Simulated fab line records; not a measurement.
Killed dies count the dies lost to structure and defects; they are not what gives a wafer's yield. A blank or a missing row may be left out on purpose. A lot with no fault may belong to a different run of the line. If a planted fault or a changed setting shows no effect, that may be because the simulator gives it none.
fab line records + flow sfq-line
record:
- lots: 15
- wafers: 45
- last-day: 77
route steps=325 shown M7@286
lots untouched by any fault: they come from a run of this same line in which no faults occurred
start-h: hours from the record's opening day to when the first of the lot's shown wafers began + wait-h: hours from the lot's prior step to this one + " same as the row above + L1.1+2: several wafers, shown together as one row + - either no value or no given start + * or withheld: withheld + < > ~ a bound
route shown NAME@n: names a module that has steps shown in the file, with the first one's number in the route + usual: mean/standard deviation of fault-free wafers + same: alike in all rows + chamber/n: place in a boat + sites: each site's reading + _std_site: standard deviation of those values + _edge_site: inner sites' mean taken away from outer sites' mean + radius-mm: for every site, how far away it sits from the centre of the wafer + mask NAME#n: copy n + behind: the most recent tool/chamber to have shaped the wafer + hold: reason for holding the lot/hours on hold/outcome of the hold + device: whichever transistor did not switch (one of n, p or np) + end of line: the tests these same wafers got at the end of their route + for a step that has no rows: nothing shown but its recipe + killed: dies lost to structure and defects at the first sort, not the wafer's yield + map: dies across one wafer; x = killed, . = not, _ = none there
set.NAME: the setting that was run; set.NAME@STEP: the one run at that earlier step + model.NAME: the simulator's own value behind a step, which no gauge read
the route's steps for a sample of lots (tables are steps, rows are wafers)
== steps ==
step: SFQ_TRILAYER_M7_LITHO_COAT_177
recipe:
- resist: KrF
- spin-rpm: 3000
- resist-thk-nm: 600
usual:
- spin-speed-rpm: 3000.2/2
| lot.wafer | tool           | chamber | start-h | wait-h | spin-speed-rpm |
|-----------|----------------|---------|---------|--------|----------------|
| L232.2    | litho-track-02 | 0       | 1499.34 | 0.2    | 3001.8         |
| L232.3    | "              | 0       | "       | "      | 3002.7         |
| L232.5    | "              | 0       | "       | "      | 3000.4         |
| L233.2    | litho-track-04 | 0       | 1506.56 | 0.2    | 3001.6         |
| L233.4    | "              | 0       | "       | "      | 2997.4         |
| L233.6    | "              | 0       | "       | "      | 3003.5         |
| L234.1    | litho-track-01 | 0       | 1508.40 | 0.2    | 3002.8         |
| L234.3    | "              | 0       | "       | "      | 3001.7         |
| L234.6    | "              | 0       | "       | "      | 3005.3         |
| L235.1    | litho-track-02 | 0       | 1515.49 | 0.2    | 2997.5         |
| L235.2    | "              | 0       | "       | "      | 3000.0         |
| L235.6    | "              | 0       | "       | "      | 3001.0         |
| L236.1    | litho-track-04 | 0       | 1541.91 | 0.2    | 3000.1         |
| L236.3    | "              | 0       | "       | "      | 3001.1         |
| L236.5    | "              | 0       | "       | "      | 3001.5         |
| L237.1    | litho-track-04 | 0       | 1544.29 | 0.2    | 3000.8         |
| L237.2    | "              | 0       | "       | "      | 3003.7         |
| L237.3    | "              | 0       | "       | "      | 3000.2         |
| L243.1    | litho-track-02 | 0       | 1585.09 | 0.2    | 2596.2         |
| L243.2    | "              | 0       | "       | "      | 2594.3         |
| L243.6    | "              | 0       | "       | "      | 2592.7         |
| L244.2    | litho-track-02 | 0       | 1593.54 | 0.2    | 2590.9         |
| L244.5    | "              | 0       | "       | "      | 2591.9         |
| L244.6    | "              | 0       | "       | "      | 2594.1         |
| L245.2    | litho-track-02 | 0       | 1596.69 | 0.2    | 2594.1         |
| L245.4    | "              | 0       | "       | "      | 2592.7         |
| L245.6    | "              | 0       | "       | "      | 2592.8         |
| L247.1    | litho-track-04 | 0       | 1607.45 | 0.2    | 2999.1         |
| L247.4    | "              | 0       | "       | "      | 3000.0         |
| L247.5    | "              | 0       | "       | "      | 2999.9         |
| L250.1    | litho-track-01 | 0       | 1624.82 | 0.2    | 3001.7         |
| L250.2    | "              | 0       | "       | "      | 2999.1         |
| L250.3    | "              | 0       | "       | "      | 3003.1         |
| L251.1    | litho-track-04 | 0       | 1640.43 | 0.2    | 3000.6         |
| L251.2    | "              | 0       | "       | "      | 2997.3         |
| L251.5    | "              | 0       | "       | "      | 2996.3         |
| L252.2    | litho-track-04 | 0       | 1642.88 | 0.2    | 2999.0         |
| L252.3    | "              | 0       | "       | "      | 2996.7         |
| L252.5    | "              | 0       | "       | "      | 3001.3         |
| L253.1    | litho-track-02 | 0       | 1650.03 | 0.2    | 2998.3         |
| L253.4    | "              | 0       | "       | "      | 3002.0         |
| L253.5    | "              | 0       | "       | "      | 3000.0         |
| L254.4    | litho-track-04 | 0       | 1651.37 | 0.2    | 3000.8         |
| L254.5    | "              | 0       | "       | "      | 3001.7         |
| L254.6    | "              | 0       | "       | "      | 3000.1         |
== key ==
first-sign:
- step: SFQ_TRILAYER_M7_LITHO_COAT_177
- reading: spin-speed-rpm
- direction: down
- sigmas: 99+
- usual: 3000.2
- struck: 2593.3
effect none on later readings
met-at SFQ_TRILAYER_M7_LITHO_COAT_177
struck-lots L243,L244,L245
onset-between 1515.49 1585.09
fault:
- kind: process-parameter-drift
- tool: litho-track-02
- chamber: -
- onset-h: 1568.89
- steps: SFQ_TRILAYER_M7_LITHO_COAT_177
- channel: spin-rpm
- offset: -406.04
- shape: step
- end-h: 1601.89
- acts-in: these-recipes-only
- stated: 3000
